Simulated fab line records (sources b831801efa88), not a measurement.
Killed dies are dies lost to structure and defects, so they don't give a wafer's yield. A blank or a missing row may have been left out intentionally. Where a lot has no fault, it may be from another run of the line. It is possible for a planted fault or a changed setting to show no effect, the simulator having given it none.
Which of the tools did it? -- flow sky130 -- 36 wafers from 12 lots sampled at 4 of the route's 708 steps

## WHAT THE GAUGES READ, wafer by wafer
SKY_FIELD_ISO_BOW_MEAS_00.
lot,measured,on,INCOMING_BOW (um)
L747,day 1 10:01,film_metro-01,-1 -7 -4
L748,day 1 15:02,film_metro-03,5 -9 3
L750,day 2 01:01,film_metro-04,10 -5 2
L751,day 2 06:01,film_metro-03,-10 -5 -4
L752,day 2 11:00,film_metro-03,1 2 2
L753,day 2 16:00,film_metro-04,-4 7 -15
L754,day 2 21:00,film_metro-03,-10 6 5
L757,day 3 12:04,film_metro-04,-5 -7 0
L759,day 3 22:02,film_metro-01,-7 11 6
L760,day 4 03:00,film_metro-04,-10 -7 0
L767,day 5 14:00,film_metro-03,1 4 -4
L770,day 6 05:02,film_metro-01,-5 -4 1

SKY_VT_ADJUST_LVTN_TW_MEAS_21.
lot,measured,on,VT_ADJUST_LVTN_2_TW
L747,day 7 17:32,film_metro-02,191.6 191.5 193.7
L748,day 8 07:12,film_metro-03,188.5 188.3 187.9
L750,day 8 16:04,film_metro-01,190.7 191.9 191.2
L751,day 8 20:28,film_metro-02,190.8 190.5 192.4
L752,day 9 02:17,film_metro-03,187.5 187.3 186.5
L753,day 9 09:05,film_metro-01,189.2 190.3 189.0
L754,day 9 14:50,film_metro-03,187.6 187.6 188.1
L757,day 10 09:44,film_metro-01,191.4 190.5 191.9
L759,day 11 07:45,film_metro-03,187.4 189.1 187.4
L760,day 11 17:34,film_metro-01,191.8 191.3 191.3
L767,day 13 13:59,film_metro-01,201.6 202.6 202.4
L770,day 14 06:59,film_metro-03,198.7 198.1 199.5

SKY_LDD_N_TW_MEAS_17.
lot,measured,on,LDD_N_TW
L747,day 17 18:06,film_metro-01,2589 2566 2573
L748,day 18 14:28,film_metro-03,2576 2577 2582
L750,day 19 00:18,film_metro-01,2612 2608 2605
L751,day 19 07:45,film_metro-01,2620 2609 2616
L752,day 19 19:01,film_metro-03,2609 2627 2616
L753,day 20 05:38,film_metro-03,2617 2609 2623
L754,day 20 11:44,film_metro-01,2624 2608 2622
L757,day 21 12:34,film_metro-01,2607 2604 2606
L759,day 22 16:01,film_metro-01,2611 2605 2592
L760,day 23 01:32,film_metro-04,2561 2567 2594
L767,day 25 04:37,film_metro-04,2574 2570 2580
L770,day 26 00:43,film_metro-01,2626 2615 2613

## EACH LOT AND THE TOOL THAT RAN IT (in order: tool; ch and the chambers of the sampled wafers; start)
lot,SKY_VT_ADJUST_LVTN_IMPLANT_19
L747,"implanter-04 ch 0, day 7 17:15"
L748,"implanter-02 ch 0, day 8 06:59"
L750,"implanter-04 ch 0, day 8 15:50"
L751,"implanter-04 ch 0, day 8 20:14"
L752,"implanter-01 ch 0, day 9 02:02"
L753,"implanter-04 ch 0, day 9 08:50"
L754,"implanter-04 ch 0, day 9 14:35"
L757,"implanter-01 ch 0, day 10 09:31"
L759,"implanter-02 ch 0, day 11 07:32"
L760,"implanter-04 ch 0, day 11 17:19"
L767,"implanter-01 ch 0, day 13 13:44"
L770,"implanter-01 ch 0, day 14 06:46"
- SKY_VT_ADJUST_LVTN_IMPLANT_19

## WHAT THE TOOLS THEMSELVES READ (means of the sampled wafers that have a number; where no wafer has one, the mark that the record gives instead)
SKY_VT_ADJUST_LVTN_IMPLANT_19.
lot,tool,dose_ions_cm2,faraday_current_uA
L747,implanter-04,6.5e+11,3.67
L748,implanter-02,6.5e+11,3.69
L750,implanter-04,6.5e+11,3.67
L751,implanter-04,6.5e+11,3.72
L752,implanter-01,6.5e+11,3.66
L753,implanter-04,6.5e+11,3.66
L754,implanter-04,6.5e+11,3.67
L757,implanter-01,6.5e+11,3.68
L759,implanter-02,6.5e+11,3.63
L760,implanter-04,6.5e+11,3.56
L767,implanter-01,8.0e+11,4.41
L770,implanter-01,8.0e+11,4.45

## THE ANSWER, worked out from the rows above alone
Rule: usual is defined by the lots themselves. The widest of any qualifying gaps counts: lots, ordered by their means at a reading, are off when they make up no more than a third of the lots, leave a main group of 4 or more, and stand apart from it by 3 or more times the standard deviation of that group's means. A main group whose means are all the same, to the digits that the tables above print for the reading, isn't used. Also off: a lot with no number at a reading for which 4 or more lots have one. Any other lot the step has rows for is counted as sound. First the gauges in route order, then the tools' own readings, where a lot's mean is used as printed above. The first step at which some lot is off is used, and at that step the reading that is off furthest; a lot without a number counts as furthest.
Off: at SKY_VT_ADJUST_LVTN_TW_MEAS_21 (VT_ADJUST_LVTN_2_TW), L767, L770. Main group: mean 189.8, sd 1.8.
A tool fits if, at a process step before that reading, it ran every lot that is off, and no sound lot after the first of them. The gauges at SKY_VT_ADJUST_LVTN_TW_MEAS_21 aren't tried: what is off there is off at SKY_VT_ADJUST_LVTN_IMPLANT_19 too, on other tools, and a gauge's error can't cause that. One fits: implanter-01 at SKY_VT_ADJUST_LVTN_IMPLANT_19. Its last sound lot is L757 (day 10 09:31), its first lot that is off L767 (day 13 13:44): a fault that began between those two fits.
The tool's own readings at SKY_VT_ADJUST_LVTN_IMPLANT_19 bear it out: on the lots that are off they differ by more than 5 times the standard deviation of the sound lots' means. dose_ions_cm2 reads 8.0e+11 there against 6.5e+11 on the sound lots; faraday_current_uA reads 4.43 there against 3.66 on the sound lots.

## WHAT HAD BEEN PUT IN BY THE SIMULATOR
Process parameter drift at SKY_VT_ADJUST_LVTN_IMPLANT_19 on implanter-01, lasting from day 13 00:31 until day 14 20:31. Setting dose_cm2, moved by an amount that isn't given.
Shown lots that were struck: L767, L770. The rule above found the same.
